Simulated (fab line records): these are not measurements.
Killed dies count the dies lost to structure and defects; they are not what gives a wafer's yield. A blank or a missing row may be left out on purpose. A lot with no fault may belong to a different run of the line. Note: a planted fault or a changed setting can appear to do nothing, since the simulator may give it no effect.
What tool caused it? | flow gf180mcu | 39 wafers from 13 lots sampled at 4 of the route's 602 steps

WHAT THE GAUGES READ, wafer by wafer
GF_TOP_METAL_RS_MEAS_05: uses a four-point probe to measure.
lot  | measured     | on            | TOP_METAL_ALCU_RS (ohm/sq)
L253 | day 27 10:56 | film-metro-02 | 0.0326 0.0327 0.0323
L257 | day 28 09:51 | film-metro-02 | 0.0329 0.0325 0.0328
L258 | day 28 17:57 | film-metro-02 | 0.0325 0.0326 0.0327
L260 | day 29 14:46 | film-metro-03 | 0.0330 0.0328 0.0327
L261 | day 29 22:44 | film-metro-02 | 0.0333 0.0333 0.0329
L267 | day 31 16:24 | film-metro-02 | 0.0324 0.0323 0.0320
L268 | day 31 19:28 | film-metro-02 | 0.0331 0.0329 0.0333
L269 | day 32 05:18 | film-metro-04 | 0.0329 0.0331 0.0330
L270 | day 32 09:59 | film-metro-04 | 0.0324 0.0326 0.0325
L272 | day 32 15:42 | film-metro-02 | 0.0322 0.0329 0.0324
L273 | day 33 00:07 | film-metro-03 | 0.0328 0.0323 0.0328
L275 | day 33 10:38 | film-metro-02 | 0.0328 0.0326 0.0328
L276 | day 33 12:13 | film-metro-03 | 0.0329 0.0328 0.0333

GF_PASSIVATION_BOW_MEAS_14.
lot  | measured     | on            | PASSIVATION_BOW (um)
L253 | day 29 05:34 | film-metro-01 | 121 130 134
L257 | day 30 04:05 | film-metro-01 | 143 144 139
L258 | day 30 11:14 | film-metro-01 | 132 142 135
L260 | day 31 06:24 | film-metro-02 | 142 146 148
L261 | day 31 13:10 | film-metro-01 | 128 129 129
L267 | day 33 05:01 | film-metro-02 | 104 113 105
L268 | day 33 06:23 | film-metro-01 | 130 127 134
L269 | day 33 14:42 | film-metro-01 | 122 117 128
L270 | day 33 21:11 | film-metro-02 | 122 137 129
L272 | day 34 02:32 | film-metro-03 | 131 134 137
L273 | day 34 09:31 | film-metro-01 | 123 128 128
L275 | day 34 19:22 | film-metro-03 | 130 132 131
L276 | day 34 20:34 | film-metro-02 | 147 147 150

WHICH TOOL RAN EACH LOT (tool, then ch and the chambers of the sampled wafers, then the start)
lot  | GF_V1_ETCH_17                      | GF_V5_CVD_23
L253 | rie-diel-04 ch 0,2,3, day 18 09:00 | cvd-w-01 ch 0,1, day 27 10:08
L257 | rie-diel-04 ch 0,1,2, day 19 13:00 | cvd-w-01 ch 0,1, day 28 09:02
L258 | rie-diel-04 ch 2,3, day 19 22:00   | cvd-w-01 ch 0,1, day 28 17:07
L260 | rie-diel-04 ch 0,2, day 20 23:00   | cvd-w-01 ch 0,1, day 29 13:58
L261 | rie-diel-04 ch 1,2,3, day 21 09:00 | cvd-w-01 ch 0,1, day 29 21:56
L267 | rie-diel-01 ch 2,3, day 23 14:00   | cvd-w-01 ch 0, day 31 15:35
L268 | rie-diel-02 ch 0,1,3, day 23 18:00 | cvd-w-02 ch 1, day 31 18:32
L269 | rie-diel-04 ch 0,2, day 24 04:00   | cvd-w-01 ch 1, day 32 00:40
L270 | rie-diel-01 ch 0,2,3, day 24 11:00 | cvd-w-01 ch 0,1, day 32 09:10
L272 | rie-diel-01 ch 0,1,2, day 24 22:00 | cvd-w-01 ch 0,1, day 32 14:52
L273 | rie-diel-02 ch 1,2,3, day 25 05:00 | cvd-w-02 ch 0,1, day 32 23:19
L275 | rie-diel-02 ch 2,3, day 25 20:00   | cvd-w-01 ch 0,1, day 33 09:49
L276 | rie-diel-01 ch 0,1, day 26 01:00   | cvd-w-02 ch 0,1, day 33 11:24
- GF_V1_ETCH_17: etches SiO2 in C4F8/O2/Ar, stops on TiN, target depth 630 nm.
- GF_V5_CVD_23: deposits W, target thk 350 nm, time 104.9 s.

WHAT THE TOOLS THEMSELVES READ (means of the sampled wafers that have a number; where no wafer has one, the mark that the record gives instead)
GF_V1_ETCH_17.
lot  | tool        | oes-product-au (a.u.)
L253 | rie-diel-04 | 0.857
L257 | rie-diel-04 | 0.861
L258 | rie-diel-04 | 0.856
L260 | rie-diel-04 | 0.857
L261 | rie-diel-04 | 0.855
L267 | rie-diel-01 | 0.858
L268 | rie-diel-02 | 0.858
L269 | rie-diel-04 | 0.855
L270 | rie-diel-01 | 0.851
L272 | rie-diel-01 | 0.861
L273 | rie-diel-02 | 0.854
L275 | rie-diel-02 | 0.855
L276 | rie-diel-01 | 0.855

GF_V5_CVD_23.
lot  | tool     | heater-power-w (W)
L253 | cvd-w-01 | 788
L257 | cvd-w-01 | 875
L258 | cvd-w-01 | 862
L260 | cvd-w-01 | 791
L261 | cvd-w-01 | 799
L267 | cvd-w-01 | 733
L268 | cvd-w-02 | 907
L269 | cvd-w-01 | 948
L270 | cvd-w-01 | 799
L272 | cvd-w-01 | 799
L273 | cvd-w-02 | 832
L275 | cvd-w-01 | 792
L276 | cvd-w-02 | 743

THE ANSWER, worked out from the rows above alone
Rule: what is usual is taken from the lots themselves. Put in order of their means at a reading, lots are off if they are a third of the lots or fewer, leave a main group of 4 or more, and stand apart from it by a gap of 3 or more times the standard deviation of the main group's means; of several such gaps the widest counts. A main group is skipped when, at the precision printed for the reading in the tables above, its means are all equal. A lot without any number at a reading at which 4 lots or more have one is off too. All remaining lots with rows at the step are treated as sound. Order of review: gauges by route order, followed by the tools' own readings, for which a lot's mean as printed above is used. The first step at which some lot is off is used, and at that step the reading that is off furthest; a lot without a number counts as furthest.
None of the lots is off at any reading shown; this tells nothing.

WHAT THE SIMULATOR HAD INSERTED
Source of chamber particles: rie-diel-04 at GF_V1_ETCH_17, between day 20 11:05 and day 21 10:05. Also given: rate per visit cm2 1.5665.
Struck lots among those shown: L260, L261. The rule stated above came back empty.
